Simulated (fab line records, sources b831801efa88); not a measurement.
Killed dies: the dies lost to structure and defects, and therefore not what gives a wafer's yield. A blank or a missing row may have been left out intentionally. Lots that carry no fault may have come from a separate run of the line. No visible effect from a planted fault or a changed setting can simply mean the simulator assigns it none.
fab line records	flow gf180mcu
record: lots: 12	wafers: 36	lastDay: 34
route steps=602 shown CONTACT@311 V1@352 M3@412
lots with no fault: from the same line, run without faults
startH: start of the lot's first displayed wafer, in hours after the record's first day	waitH: how many hours have passed since the lot's step before this one	" unchanged from the row above	L1.1+2: one row covering several wafers at once	- either no value or no given start	* or withheld: withheld	< > ~ a bound
route shown NAME@n: a module of which the file shows steps, and the number in the route of the first	usual: mean/standard deviation taken from wafers without a fault	same: alike in all rows	chamber/n: place in a boat	sites: per-site readings	_std_site: how widely they spread, as a standard deviation	_edge_site: mean of outer sites minus mean of inner sites	radiusMm: for every site, how far away it sits from the centre of the wafer	mask NAME#n: copy n	behind: the most recent tool/chamber to have shaped the wafer	hold: the reason the lot was held/the length of the hold in hours/how it ended	device: which transistor (n, p or np) failed to switch	end of line: the tests these same wafers got at the end of their route	for a step that has no rows: nothing shown but its recipe	killed: not the wafer's yield, but the dies lost to structure and defects at the first sort	map: a wafer's dies, x killed, . not, _ none there
set.NAME: the run value of the setting; set.NAME@STEP: its run value at that earlier step	model.NAME: the simulator's own value behind a step, which no gauge read
a sample of lots followed through the steps of the route, with each step as a table and each wafer as a row
services: from which hour (startH, from the record's first day; less than 0 if before it) a tool's chamber was out of use, for how many hours, and why
== steps ==
step: GF_CONTACT_CVD_24
recipe: material: W	targetThkNm: 300	timeS: 90.339	tempC: 400	pressureTorr: 40
usual: chamberPressureTorr: 40.01/0.09	heaterPowerOuterW: 555/56	heaterPowerW: 909/86	susceptorTempC: 399.98/0.22
same: timeS: 90.339
lot.wafer	tool	chamber	startH	waitH	chamberPressureTorr	heaterPowerOuterW	heaterPowerW	susceptorTempC
L266.1	cvdW-01	0	388.87	0.0	40.13	540	878	399.73
L266.2	"	1	"	"	39.93	535	933	400.10
L266.3	"	1	"	"	39.98	549	940	400.03
L268.2	cvdW-01	0	410.52	0.0	40.03	497	784	400.55
L268.3	"	1	"	"	40.01	542	914	400.23
L268.5	"	0	"	"	39.95	477	824	400.09
L270.1	cvdW-02	1	425.03	0.0	39.98	513	865	399.83
L270.2	"	0	"	"	40.07	638	1055	399.73
L270.6	"	1	"	"	39.91	515	862	399.69
L273.1	cvdW-02	1	454.00	0.0	40.15	529	837	400.11
L273.3	"	0	"	"	39.98	657	1065	399.59
L273.6	"	1	"	"	40.02	524	830	399.98
L274.1	cvdW-01	0	461.61	0.0	40.00	486	786	400.01
L274.4	"	0	"	"	40.18	495	800	400.21
L274.6	"	1	"	"	39.87	560	885	399.76
L276.4	cvdW-02	0	482.99	0.1	39.99	643	1012	400.08
L276.5	"	0	"	"	40.09	647	1075	400.10
L276.6	"	1	"	"	40.02	533	855	399.94
L277.2	cvdW-02	0	486.36	0.0	40.01	618	989	392.27
L277.5	"	0	"	"	39.92	599	993	392.27
L277.6	"	1	"	"	40.04	499	787	392.10
L278.1	cvdW-02	1	498.71	0.0	40.00	493	813	392.13
L278.3	"	0	"	"	39.96	605	973	392.19
L278.5	"	1	"	"	40.14	486	811	392.11
L281.3	cvdW-01	0	522.04	0.1	39.94	495	815	400.41
L281.5	"	1	"	"	39.95	558	922	399.61
L281.6	"	0	"	"	39.98	479	806	400.06
L284.1	cvdW-01	0	544.33	0.0	40.02	493	797	400.54
L284.3	"	0	"	"	39.84	495	802	400.33
L284.5	"	1	"	"	39.80	553	921	400.07
L285.2	cvdW-01	1	548.44	0.0	40.01	555	926	399.97
L285.4	"	1	"	"	39.95	550	953	400.28
L285.5	"	1	"	"	39.95	570	943	400.08
L286.1	cvdW-01	1	561.74	0.0	40.09	536	942	399.88
L286.3	"	0	"	"	40.07	486	778	400.08
L286.5	"	0	"	"	39.93	483	796	400.03
step: GF_CONTACT_RS_MEAS_25
recipe: thkMeasGauge: four-point-probe	reads: W_of_CONTACT_CVD_24+TiN_of_CONTACT_SPUTTER_23+Ti_of_CONTACT_SPUTTER_22
usual: CONTACT_W_RS: 0.382/0.005
lot.wafer	tool	chamber	startH	waitH	CONTACT_W_RS[ohm/sq]
L266.1	filmMetro-02	-	388.97	0.1	0.388
L266.2	"	-	"	"	0.380
L266.3	"	-	"	"	0.383
L268.2	filmMetro-02	-	410.64	0.1	0.389
L268.3	"	-	"	"	0.379
L268.5	"	-	"	"	0.389
L270.1	filmMetro-01	-	425.13	0.1	0.381
L270.2	"	-	"	"	0.381
L270.6	"	-	"	"	0.381
L273.1	filmMetro-04	-	454.10	0.1	0.375
L273.3	"	-	"	"	0.383
L273.6	"	-	"	"	0.377
L274.1	filmMetro-02	-	461.71	0.1	0.384
L274.4	"	-	"	"	0.389
L274.6	"	-	"	"	0.377
L276.4	filmMetro-01	-	483.12	0.1	0.384
L276.5	"	-	"	"	0.373
L276.6	"	-	"	"	0.373
L277.2	filmMetro-04	-	486.48	0.1	0.445
L277.5	"	-	"	"	0.441
L277.6	"	-	"	"	0.444
L278.1	filmMetro-04	-	498.81	0.1	0.431
L278.3	"	-	"	"	0.446
L278.5	"	-	"	"	0.439
L281.3	filmMetro-02	-	522.15	0.1	0.391
L281.5	"	-	"	"	0.383
L281.6	"	-	"	"	0.395
L284.1	filmMetro-01	-	544.43	0.1	0.387
L284.3	"	-	"	"	0.388
L284.5	"	-	"	"	0.382
L285.2	filmMetro-02	-	548.56	0.1	0.385
L285.4	"	-	"	"	0.384
L285.5	"	-	"	"	0.383
L286.1	filmMetro-02	-	561.84	0.1	0.388
L286.3	"	-	"	"	0.391
L286.5	"	-	"	"	0.392
step: GF_CONTACT_THK_MEAS_26
recipe: thkMeasGauge: xrf	reads: W_of_CONTACT_CVD_24
usual: CONTACT_W_THK: 296/4.2
lot.wafer	tool	chamber	startH	waitH	CONTACT_W_THK[nm]
L266.1	filmMetro-02	-	389.09	0.1	291
L266.2	"	-	"	"	297
L266.3	"	-	"	"	291
L268.2	filmMetro-02	-	410.75	0.1	291
L268.3	"	-	"	"	301
L268.5	"	-	"	"	290
L270.1	filmMetro-01	-	425.25	0.1	294
L270.2	"	-	"	"	295
L270.6	"	-	"	"	296
L273.1	filmMetro-04	-	454.22	0.1	303
L273.3	"	-	"	"	298
L273.6	"	-	"	"	301
L274.1	filmMetro-02	-	461.83	0.1	292
L274.4	"	-	"	"	291
L274.6	"	-	"	"	298
L276.4	filmMetro-01	-	483.21	0.1	294
L276.5	"	-	"	"	302
L276.6	"	-	"	"	302
L277.2	filmMetro-04	-	486.59	0.1	254
L277.5	"	-	"	"	257
L277.6	"	-	"	"	255
L278.1	filmMetro-04	-	498.93	0.1	265
L278.3	"	-	"	"	257
L278.5	"	-	"	"	259
L281.3	filmMetro-02	-	522.25	0.1	287
L281.5	"	-	"	"	294
L281.6	"	-	"	"	283
L284.1	filmMetro-01	-	544.55	0.1	294
L284.3	"	-	"	"	294
L284.5	"	-	"	"	299
L285.2	filmMetro-02	-	548.67	0.1	294
L285.4	"	-	"	"	294
L285.5	"	-	"	"	295
L286.1	filmMetro-02	-	561.96	0.1	292
L286.3	"	-	"	"	289
L286.5	"	-	"	"	289
step: GF_CONTACT_CMP_27
recipe: stopOn: SiO2	downForcePsi: 3.5	platenRpm: 60	tOverpolishS: 15	targetThkNm: 0	padVelocityMS: 0.94248
usual: motorCurrentA: 11.0/1.6	timeToEndpointS: 73/3.2
lot.wafer	tool	chamber	startH	waitH	motorCurrentA	timeToEndpointS
L266.1	cmp-02	2	389.20	0.1	9.4	68
L266.2	"	3	"	"	12.3	71
L266.3	"	0	"	"	8.6	71
L268.2	cmp-02	0	410.80	0.0	9.0	76
L268.3	"	1	"	"	13.9	78
L268.5	"	1	"	"	13.2	78
L270.2	cmp-02	3	425.31	0.0	12.6	77
L270.1	"	2	"	"	9.8	78
L270.6	"	3	"	"	12.9	78
L273.3	cmp-02	3	454.28	0.0	13.1	74
L273.1	"	0	"	"	9.1	72
L273.6	"	3	"	"	12.1	71
L274.4	cmp-01	0	461.94	0.1	9.4	73
L274.1	"	1	"	"	11.9	73
L274.6	"	0	"	"	9.1	73
L276.4	cmp-02	2	483.24	0.0	9.9	74
L276.5	"	2	"	"	9.5	75
L276.6	"	3	"	"	11.6	79
L277.2	cmp-01	1	486.79	0.2	12.6	64
L277.6	"	2	"	"	10.8	63
L277.5	"	3	"	"	11.8	66
L278.3	cmp-02	1	498.99	0.0	12.7	61
L278.1	"	2	"	"	10.3	67
L278.5	"	1	"	"	13.0	65
L281.3	cmp-02	1	522.39	0.1	13.2	71
L281.6	"	3	"	"	12.6	73
L281.5	"	0	"	"	8.9	70
L284.3	cmp-02	0	544.66	0.1	9.3	75
L284.1	"	2	"	"	9.8	73
L284.5	"	0	"	"	8.6	76
L285.2	cmp-02	2	548.77	0.1	9.7	74
L285.4	"	3	"	"	11.6	78
L285.5	"	2	"	"	9.7	80
L286.3	cmp-02	2	562.02	0.0	9.5	73
L286.1	"	3	"	"	12.8	76
L286.5	"	3	"	"	11.5	80
step: GF_V1_ETCH_17
recipe: chemistry: C4F8/O2/Ar	maskMaterial: KrF	target: SiO2	stopOn: TiN	sourceW: 1500	biasW: 1200	pressureMtorr: 40	c4f8FlowSccm: withheld	O2_flow_sccm: 6	Ar_flow_sccm: 300	timeS: withheld	targetDepthA: 6300
usual: oesProductAu: 0.857/0.0044
lot.wafer	tool	chamber	startH	waitH	oesProductAu
L266.1	rieDiel-02	2	-	-	0.861
L266.2	"	0	"	"	0.862
L266.3	"	1	"	"	0.863
L268.2	rieDiel-03	2	-	-	0.850
L268.3	"	0	"	"	0.861
L268.5	"	3	"	"	0.858
L270.1	rieDiel-02	2	-	-	0.858
L270.2	"	0	"	"	0.860
L270.6	"	0	"	"	0.848
L273.1	rieDiel-04	0	-	-	0.854
L273.3	"	2	"	"	0.853
L273.6	"	1	"	"	0.858
L274.1	rieDiel-02	1	-	-	0.856
L274.4	"	0	"	"	0.859
L274.6	"	0	"	"	0.858
L276.4	rieDiel-03	1	-	-	0.858
L276.5	"	2	"	"	0.868
L276.6	"	3	"	"	0.856
L277.2	rieDiel-03	0	-	-	0.850
L277.5	"	3	"	"	0.855
L277.6	"	2	"	"	0.847
L278.1	rieDiel-04	2	-	-	0.856
L278.3	"	0	"	"	0.865
L278.5	"	0	"	"	0.849
L281.3	rieDiel-02	3	-	-	0.851
L281.5	"	1	"	"	0.853
L281.6	"	2	"	"	0.863
L284.1	rieDiel-04	3	-	-	0.853
L284.3	"	2	"	"	0.855
L284.5	"	0	"	"	0.860
L285.2	rieDiel-02	1	-	-	0.858
L285.4	"	2	"	"	0.859
L285.5	"	1	"	"	0.851
L286.1	rieDiel-04	2	-	-	0.850
L286.3	"	3	"	"	0.857
L286.5	"	1	"	"	0.851
step: GF_M3_SPUTTER_03
recipe: material: Ti	targetThkNm: 10	substrateTempC: 300	chamberPressurePa: 0.3	powerW: 3000	timeS: 6.7
usual: throttleValvePct: 29.7/1
same: timeS: 6.7
lot.wafer	tool	chamber	startH	waitH	throttleValvePct
L266.1	pvdSputter-01	-	492.42	0.0	30.9
L266.2	"	-	"	"	28.7
L266.3	"	-	"	"	30.6
L268.2	pvdSputter-04	-	510.64	0.0	30.6
L268.3	"	-	"	"	30.7
L268.5	"	-	"	"	30.7
L270.1	pvdSputter-04	-	527.32	0.0	30.9
L270.2	"	-	"	"	30.8
L270.6	"	-	"	"	30.6
L273.1	pvdSputter-01	-	553.81	0.0	30.7
L273.3	"	-	"	"	28.9
L273.6	"	-	"	"	29.7
L274.1	pvdSputter-01	-	563.04	0.0	30.4
L274.4	"	-	"	"	28.7
L274.6	"	-	"	"	30.7
L276.4	pvdSputter-04	-	581.61	0.0	30.5
L276.5	"	-	"	"	30.0
L276.6	"	-	"	"	31.2
L277.2	pvdSputter-03	-	583.53	0.0	30.2
L277.5	"	-	"	"	28.1
L277.6	"	-	"	"	29.2
L278.1	pvdSputter-01	-	596.23	0.0	30.5
L278.3	"	-	"	"	28.7
L278.5	"	-	"	"	29.5
L281.3	pvdSputter-03	-	616.93	0.0	29.3
L281.5	"	-	"	"	28.4
L281.6	"	-	"	"	29.3
L284.1	pvdSputter-01	-	636.07	0.0	28.8
L284.3	"	-	"	"	30.8
L284.5	"	-	"	"	30.4
L285.2	pvdSputter-03	-	641.04	0.0	28.1
L285.4	"	-	"	"	30.2
L285.5	"	-	"	"	28.1
L286.1	pvdSputter-04	-	651.42	0.0	30.8
L286.3	"	-	"	"	30.0
L286.5	"	-	"	"	30.8
step: GF_M3_OVL_MEAS_15
usual: M3_OVL: 1/5.6
lot.wafer	tool	chamber	startH	waitH	M3_OVL[nm]
L266.1	overlay-02	-	515.73	0.1	2
L266.2	"	-	"	"	-4
L266.3	"	-	"	"	2
L268.2	overlay-01	-	533.59	0.1	7
L268.3	"	-	"	"	3
L268.5	"	-	"	"	9
L270.1	overlay-02	-	550.43	0.1	-1
L270.2	"	-	"	"	-3
L270.6	"	-	"	"	-14
L273.1	overlay-01	-	575.83	0.1	-7
L273.3	"	-	"	"	-9
L273.6	"	-	"	"	-5
L274.1	overlay-02	-	585.13	0.1	12
L274.4	"	-	"	"	-1
L274.6	"	-	"	"	4
L276.4	overlay-02	-	602.90	0.1	0
L276.5	"	-	"	"	2
L276.6	"	-	"	"	0
L277.2	overlay-01	-	605.23	0.1	5
L277.5	"	-	"	"	-9
L277.6	"	-	"	"	1
L278.1	overlay-01	-	617.23	0.1	-6
L278.3	"	-	"	"	-9
L278.5	"	-	"	"	-2
L281.3	overlay-02	-	637.43	0.1	1
L281.5	"	-	"	"	-4
L281.6	"	-	"	"	10
L284.1	overlay-01	-	655.48	0.1	3
L284.3	"	-	"	"	4
L284.5	"	-	"	"	3
L285.2	overlay-02	-	660.69	0.1	3
L285.4	"	-	"	"	-6
L285.5	"	-	"	"	-6
L286.1	overlay-02	-	670.33	0.1	-7
L286.3	"	-	"	"	-1
L286.5	"	-	"	"	-11
== services ==
tool	chamber	startH	hours	kind
cvdW-01	-	390.00	14.0	pm
cmp-02	-	396.82	1.5	repair
rieDiel-02	3	399.95	1.3	repair
cmp-02	-	404.00	4.0	pm
cvdW-01	1	417.20	2.6	repair
rieDiel-04	0	467.87	8.5	repair
cvdW-01	-	490.49	1.4	repair
cmp-02	-	509.93	1.9	repair
cvdW-02	-	527.45	1.4	repair
rieDiel-04	2	527.63	18.7	repair
rieDiel-02	-	531.02	28.1	pm
rieDiel-04	2	551.01	2.9	repair
cvdW-02	-	561.45	28.1	pm
rieDiel-02	1	563.09	4.5	repair
pvdSputter-01	-	579.50	1.1	repair
rieDiel-02	3	584.20	4.9	repair
cmp-02	-	588.98	0.3	repair
rieDiel-02	-	595.03	2.8	pm
cvdW-01	-	603.18	1.1	repair
cmp-02	-	610.08	6.6	pm
cvdW-02	-	610.65	0.8	repair
rieDiel-02	2	622.58	6.0	repair
rieDiel-02	2	640.51	43.9	repair
rieDiel-02	0	645.03	1.5	repair
== key ==
firstSign: step: GF_CONTACT_CVD_24	reading: susceptorTempC	direction: down	sigmas: 35	usual: *	struck: *
effect: step: GF_CONTACT_RS_MEAS_25	reading: CONTACT_W_RS	direction: up	sigmas: 12	usual: 0.382	struck: 0.441
effect: step: GF_CONTACT_THK_MEAS_26	reading: CONTACT_W_THK	direction: down	sigmas: 9.1	usual: 296	struck: 258
effect: step: GF_CONTACT_CMP_27	reading: timeToEndpointS	direction: down	sigmas: 2.8	usual: *	struck: *
metAt GF_CONTACT_CVD_24
struckLots L277,L278
testerLeftOut L277,L278
notActingAt GF_V1_ETCH_17,GF_M3_SPUTTER_03,GF_M3_OVL_MEAS_15
onsetBetween 482.99 486.36
fault: kind: processParameterDrift	tool: cvdW-02	chamber: -	onsetH: 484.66	steps: GF_CONTACT_CVD_24	channel: tempC	offset: *	shape: step	endH: 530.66	actsIn: *	stated: *
testerLeftOut: of these lots the tester's yield and bins aren't shown, on N5 and GAA mostly nor the transistor test; their killed dies are dies lost to structure and defects alone, not to doping, threshold or leakage, so they don't give the yield
